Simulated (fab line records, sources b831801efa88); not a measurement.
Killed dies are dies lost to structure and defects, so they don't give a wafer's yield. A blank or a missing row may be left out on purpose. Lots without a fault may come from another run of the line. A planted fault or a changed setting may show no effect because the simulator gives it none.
A struck lot beside a sound one | flow sky130 | 15 steps out of a route of 708
Sound: wafers L942.4, L942.5, L942.6. Struck: wafers L951.3, L951.5, L951.6. The cause comes at the end.
At each step with rows: each side's tool, then ch and its chambers, then its first start. Under that, the readings that differ: sound wafers | struck wafers | difference of the means | sigmas: that difference in standard deviations of wafers without a fault.
alike: readings whose means differ by less than 2 such deviations, and words and numbers that are the same on both sides. not compared: withheld readings, readings that some wafer has no value for, bounds like >300 that may hide the same value, and numbers for which the record gives no deviation and whose values overlap.
The two part at a step that has a row with sigmas, a row that says differs or no value, or rows on one side only. Numbers that don't overlap but have no deviation are shown without sigmas and don't part them. A reading that every wafer of one side lacks parts them only if that side has two wafers or more.

first, 2 steps without rows for these wafers: SKY_VIA2_ETCH_14 (etches BARC in N2/H2, stops on SiO2, time 45.9 s, target depth 60 nm); SKY_VIA2_ETCH_15 (etches SiO2 in C4F8/O2/Ar, stops on TiN, target depth 546 nm, time 84 s).
SKY_VIA2_STRIP_16: strips in O2/N2.
  sound on plasma_asher-01 ch 0,1, day 37 10:19; struck on plasma_asher-01 ch 0,1, day 40 02:34
  alike: drypump_motor_current_A, oes_product_au, strip_time_to_endpoint_s
  not compared: rf_hours_counter_h
then, 3 steps without rows for these wafers: SKY_VIA2_STRIP_17 (strips in post etch residue remover, time 1200 s); SKY_VIA2_CLEAN_18 (cleans in IPA, time 180 s); SKY_VIA2_CLEAN_19 (cleans in O3/DIW).
SKY_VIA2_SPUTTER_20: material TiN, target thk 20 nm, time 80 s.
  sound on pvd_sputter-01, day 37 10:53; struck on pvd_sputter-01, day 40 03:10
  alike: cathode_dc_power_W, chamber_pressure_pa, throttle_valve_pct
then, 1 step without rows for these wafers: SKY_VIA2_CVD_21 (deposits W, target thk 420 nm, time 126.4 s).
SKY_VIA2_RS_MEAS_22: measures by four-point-probe.
  sound on film_metro-03, day 37 11:16; struck on film_metro-04, day 40 03:23
  alike: VIA2_W_RS
SKY_VIA2_THK_MEAS_23: measures by xrf.
  sound on film_metro-03, day 37 11:21; struck on film_metro-04, day 40 03:29
  alike: VIA2_W_THK
SKY_VIA2_CMP_24: polishes, stops on SiO2, t overpolish 20 s, target thk 0 nm.
  sound on cmp-01 ch 0,1,2, day 37 11:32; struck on cmp-02 ch 1,2, day 40 03:35
  alike: motor_current_A, overpolish_run_s, time_to_endpoint_s
SKY_METAL3_SPUTTER_00: material Ti, target thk 15 nm, time 10 s.
  sound on pvd_sputter-02, day 37 11:41; struck on pvd_sputter-03, day 40 03:50
  alike: cathode_dc_power_W, chamber_pressure_pa, throttle_valve_pct
SKY_METAL3_SPUTTER_01: material TiN, target thk 20 nm, time 16.7 s.
  sound on pvd_sputter-02, day 37 11:42; struck on pvd_sputter-03, day 40 03:52
  no value came back on the struck wafers for cathode_dc_power_W (W), chamber_pressure_pa (Pa), throttle_valve_pct (%); on the sound wafers cathode_dc_power_W (W) reads 6500.7 6502.2 6498.8
SKY_METAL3_SPUTTER_02: material AlCu, target thk 735 nm, time 39.1 s.
  sound on pvd_sputter-02, day 37 11:44; struck on pvd_sputter-03, day 40 03:53
  alike: cathode_dc_power_W, chamber_pressure_pa, throttle_valve_pct
-- the record jumps here: 9 days lie between the struck wafers' starts before and after (it left off in module METAL3 and takes up again in module PAD_OPEN, whose first step shown is number 708 of the route) --
SKY_PAD_OPEN_PROBE_99:
  sound on prober-01, day 46 15:35; struck on prober-02, day 48 19:59
  reading                    | sound          | struck                  | difference | sigmas
  model.etest.met3.rs_ohm_sq | 0.0433 0.04188 | 0.04423 0.04369 0.04375 | +0.00130   |
  alike: defect_limited_yield, killed_at_M0_to_M3, killed_at_M4_up, killed_at_contacts, killed_at_front_end, killed_at_other, killed_dies, killed_open, killed_short, sort_bin_3_pad_short, sort_bin_5_function, sort_bin_6_memory, sort_n_pass, sort_yield_pct

WHERE THEY PART
Only at SKY_METAL3_SPUTTER_01, within this record. Later steps at which nothing parts them and some readings are alike: SKY_METAL3_SPUTTER_02, SKY_PAD_OPEN_PROBE_99.

WHY: what the simulator had put in
Skipped step whole: pvd_sputter-03, from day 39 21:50 on, at SKY_METAL3_SPUTTER_01. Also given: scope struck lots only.
